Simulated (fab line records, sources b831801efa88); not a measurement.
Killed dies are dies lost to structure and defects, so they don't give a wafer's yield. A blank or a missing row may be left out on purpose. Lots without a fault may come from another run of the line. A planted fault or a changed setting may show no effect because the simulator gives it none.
A struck lot beside a sound one | flow sfq_line | 42 steps out of a route of 325
Sound: wafers L398.2, L398.3, L398.5. Struck: wafers L417.4, L417.6. (L417.1 of the same lot was not struck and is left out.) The cause comes at the end.
At each step with rows: each side's tool, then ch and its chambers, then its first start. Under that, the readings that differ: sound wafers | struck wafers | difference of the means | sigmas: that difference in standard deviations of wafers without a fault.
alike: readings whose means differ by less than 2 such deviations, and words and numbers that are the same on both sides. not compared: withheld readings, readings that some wafer has no value for, bounds like >300 that may hide the same value, and numbers for which the record gives no deviation and whose values overlap.
The two part at a step that has a row with sigmas, a row that says differs or no value, or rows on one side only. Numbers that don't overlap but have no deviation are shown without sigmas and don't part them. A reading that every wafer of one side lacks parts them only if that side has two wafers or more.

SFQ_TRILAYER_R5_DEP_SPUTTER_133: material MoNx, target thk 40 nm, time 66.7 s.
  sound on pvd_sputter-04, day 50 07:11; struck on pvd_sputter-03, day 65 18:07
  alike: throttle_valve_pct
then, 1 step without rows for these wafers: SFQ_TRILAYER_R5_DEP_SPUTTER_134 (material Ti, target thk 5 nm, time 5 s).
SFQ_R5_RS_MEAS_933: measures by four-point-probe.
  sound on film_metro-02, day 50 07:17; struck on film_metro-02, day 65 18:11
  alike: R5_MONX_RS
SFQ_R5_THK_MEAS_934: measures by xrf.
  sound on film_metro-02, day 50 07:23; struck on film_metro-02, day 65 18:19
  alike: R5_MONX_THK
then, 6 steps without rows for these wafers: SFQ_TRILAYER_R5_LITHO_COAT_141 (resist thk 62 nm); SFQ_TRILAYER_R5_LITHO_COAT_136 (resist thk 600 nm); SFQ_TRILAYER_R5_LITHO_SOFTBAKE_140; SFQ_TRILAYER_R5_LITHO_EXPOSE_137 (exposes mask R5, target cd 500 nm); SFQ_TRILAYER_R5_LITHO_PEB_139 (peb time 60 s); SFQ_TRILAYER_R5_LITHO_DEVELOP_138 (time 60 s).
SFQ_R5_OVL_MEAS_935:
  sound on overlay-02, day 55 10:16; struck on overlay-01, day 65 23:37
  alike: R5_OVL
then, 1 step without rows for these wafers: SFQ_TRILAYER_R5_BARC_OPEN_METAL_ETCH_177 (etches BARC in O2, target depth 125 nm, time 41.7 s).
SFQ_TRILAYER_R5_ETCH_METAL_ETCH_139: etches the open film in Cl2, stops on SiO2, target depth 60 nm, time 40 s.
  sound on rie_metal-02 ch 0,1, day 55 10:21; struck on rie_metal-03 ch 0, day 65 23:43
  reading                                             | sound             | struck      | difference | sigmas
  oes_product_au (a.u.)                               | 0.985 0.987 0.992 | 0.724 0.716 | -0.268     | -45
  model.R5.feature_depth_nm (nm)                      | 60 59.71 60       | 33.03 33.08 | -26.85     |
  model.etch.depth_nm (nm)                            | 60 59.71 60       | 33.03 33.08 | -26.85     |
  model.KrF_of_TRILAYER_R5_LITHO_COAT_136.thk_nm (nm) | 497.6 500.3 500.5 | 506.6 508.1 | +7.9       |
  alike: drypump_motor_current_A
  not compared: rf_hours_counter_h
then, 2 steps without rows for these wafers: SFQ_TRILAYER_R5_STRIP_STRIP_140 (strips in O2); SFQ_TRILAYER_R5_STRIP_SOLV_CLEAN_141 (cleans in NMP, time 600 s).
SFQ_TRILAYER_A5C_DEP_PECVD_142: deposits SiO2 from SiH4/N2O, time 15.556 s, target thk 70 nm.
  sound on pecvd-02 ch 0,1,2, day 55 11:13; struck on pecvd-02 ch 1,2, day 66 00:33
  alike: heater_power_w, throttle_valve_pct
then, 6 steps without rows for these wafers: SFQ_TRILAYER_I5_LITHO_COAT_149 (resist thk 62 nm); SFQ_TRILAYER_I5_LITHO_COAT_144 (resist thk 650 nm); SFQ_TRILAYER_I5_LITHO_SOFTBAKE_148; SFQ_TRILAYER_I5_LITHO_EXPOSE_145 (exposes mask I5, target cd 700 nm); SFQ_TRILAYER_I5_LITHO_PEB_147 (peb time 60 s); SFQ_TRILAYER_I5_LITHO_DEVELOP_146 (time 60 s).
-- the record jumps here: 4 days lie between the struck wafers' starts before and after --
SFQ_I5_OVL_MEAS_936:
  sound on overlay-02, day 59 19:31; struck on overlay-02, day 70 00:37
  alike: I5_OVL
then, 1 step without rows for these wafers: SFQ_TRILAYER_I5_BARC_OPEN_VIA_ETCH_200 (etches BARC in O2, target depth 125 nm, time 41.7 s).
SFQ_TRILAYER_I5_ETCH_VIA_ETCH_147: etches the open film in CHF3, stops on Nb, target depth 360 nm.
  sound on rie_diel-04 ch 1,3, day 59 19:35; struck on rie_diel-03 ch 0,1, day 70 00:41
  reading               | sound             | struck      | difference | sigmas
  oes_product_au (a.u.) | 0.995 1.001 0.994 | 0.984 0.987 | -0.011     | -2
  alike: drypump_motor_current_A
SFQ_TRILAYER_I5_STRIP_STRIP_148: strips in O2.
  sound on rie_metal-02 ch 0,1, day 59 19:44; struck on rie_metal-01 ch 0, day 70 00:50
  alike: drypump_motor_current_A, oes_product_au, platen_temp_c
  not compared: rf_hours_counter_h
then, 7 steps without rows for these wafers: SFQ_TRILAYER_I5_STRIP_SOLV_CLEAN_149 (cleans in NMP, time 600 s); SFQ_TRILAYER_C5_LITHO_COAT_156 (resist thk 62 nm); SFQ_TRILAYER_C5_LITHO_COAT_151 (resist thk 650 nm); SFQ_TRILAYER_C5_LITHO_SOFTBAKE_155; SFQ_TRILAYER_C5_LITHO_EXPOSE_152 (exposes mask C5, target cd 500 nm); SFQ_TRILAYER_C5_LITHO_PEB_154 (peb time 60 s); SFQ_TRILAYER_C5_LITHO_DEVELOP_153 (time 60 s).
-- the record jumps here: 4 days lie between the struck wafers' starts before and after --
SFQ_C5_OVL_MEAS_937:
  sound on overlay-02, day 60 15:23; struck on overlay-01, day 74 12:43
  alike: C5_OVL
then, 2 steps without rows for these wafers: SFQ_TRILAYER_C5_BARC_OPEN_VIA_ETCH_210 (etches BARC in O2, target depth 125 nm, time 41.7 s); SFQ_TRILAYER_C5_ETCH_VIA_ETCH_154 (etches SiO2 in CHF3, stops on Nb, target depth 84 nm).
SFQ_TRILAYER_C5_STRIP_STRIP_155: strips in O2.
  sound on rie_metal-02 ch 0, day 60 15:31; struck on rie_metal-01 ch 0,1, day 74 12:50
  reading                     | sound       | struck  | difference | sigmas
  drypump_motor_current_A (A) | 4.8 4.9 4.8 | 6.1 5.8 | +1.1       | +2
  alike: oes_product_au, platen_temp_c
  not compared: rf_hours_counter_h
then, 3 steps without rows for these wafers: SFQ_TRILAYER_C5_STRIP_SOLV_CLEAN_156 (cleans in NMP, time 600 s); SFQ_TRILAYER_M6_DEP_PRE_CLEAN_158 (time 22.5 s); SFQ_TRILAYER_M6_DEP_SPUTTER_157 (material Nb, target thk 200 nm, time 133.3 s).
SFQ_M6_RS_MEAS_938: measures by four-point-probe.
  sound on film_metro-02, day 60 16:26; struck on film_metro-02, day 74 13:44
  alike: M6_NB_RS
-- the record jumps here: 5 days lie between the struck wafers' starts before and after (it left off in module M6 and takes up again in module M8, whose first step shown is number 325 of the route) --
SFQ_M8_BOW_MEAS_951:
  sound on film_metro-02, day 76 09:43; struck on film_metro-04, day 80 00:17
  reading                       | sound    | struck | difference | sigmas
  model.etest.r5.comb_log10_ohm | 12 12 12 | 0 0    | -12        |
  alike: M8_BOW

WHERE THEY PART
First at SFQ_TRILAYER_R5_ETCH_METAL_ETCH_139; last, within this record, at SFQ_TRILAYER_C5_STRIP_STRIP_155. Later steps at which nothing parts them and some readings are alike: SFQ_M6_RS_MEAS_938, SFQ_M8_BOW_MEAS_951.

WHY: what the simulator had put in
Process parameter drift: rie_metal-03, from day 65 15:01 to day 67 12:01, at SFQ_TRILAYER_R5_ETCH_METAL_ETCH_139. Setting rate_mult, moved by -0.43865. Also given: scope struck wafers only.
